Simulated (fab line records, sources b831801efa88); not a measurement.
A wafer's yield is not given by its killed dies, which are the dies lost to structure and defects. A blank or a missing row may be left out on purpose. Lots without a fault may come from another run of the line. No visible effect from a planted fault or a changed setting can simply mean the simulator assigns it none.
2 desks, one fault / flow sky130 / what lay behind the numbers comes last; until then each desk has only its own

== THE METROLOGY DESK ==
Lot by lot, what the gauges showed, no matter which tool ran the lot: averages of those sampled wafers that carry a number. Marked OUT: a lot whose mean sits more than 4 standard deviations from the usual mean, which makes it out of limits; the brackets give that distance.
Columns: A = VIA4_OVL at SKY_VIA4_OVL_MEAS_11, usual 0.1 nm
lot=L332; first seen here=day 42 14:41; A=0.5
lot=L333; first seen here=day 43 03:08; A=-0.5
lot=L335; first seen here=day 43 12:06; A=0.2
lot=L336; first seen here=day 45 04:28; A=0.8
lot=L341; first seen here=day 45 08:04; A=-0.0
lot=L343; first seen here=day 45 22:56; A=0.6
lot=L344; first seen here=day 46 06:05; A=-1.5
lot=L348; first seen here=day 48 00:15; A=1.0
lot=L347; first seen here=day 48 00:33; A=-0.7
lot=L351; first seen here=day 48 06:58; A=-0.7
lot=L353; first seen here=day 48 20:08; A=-0.4
lot=L354; first seen here=day 49 06:16; A=-0.3
This desk's verdict: no lot among the 12 shows anything out of limits.

== DESK OF THE TOOL OWNER: pecvd-02 ==
The tool's own readings at SKY_CAPM_CVD_00 (deposits SiO2, target thk 15.5 nm): means of the sampled wafers that have a number, for each lot that ran on this tool. Marked OUT: a lot whose mean sits more than 4 standard deviations from the usual mean, which makes it out of limits; the brackets give that distance.
Columns: A = heater-power-w at SKY_CAPM_CVD_00, usual 728 W
lot=L332; first seen here=day 36 10:27; A=778
lot=L333; first seen here=day 36 16:41; A=753
lot=L335; first seen here=day 37 06:42; A=763
lot=L343; first seen here=day 39 23:48; A=804
lot=L344; first seen here=day 40 06:58; A=723
lot=L347; first seen here=day 42 11:02; A=709
lot=L351; first seen here=day 42 21:14; A=743
This desk's verdict: no lot among the 7 shows anything out of limits.

== PUT TOGETHER ==
From the metrology desk's view, nothing was out of limits.
The tool owner's desk saw nothing out of limits.

== WHAT THE SIMULATOR HAD PUT IN ==
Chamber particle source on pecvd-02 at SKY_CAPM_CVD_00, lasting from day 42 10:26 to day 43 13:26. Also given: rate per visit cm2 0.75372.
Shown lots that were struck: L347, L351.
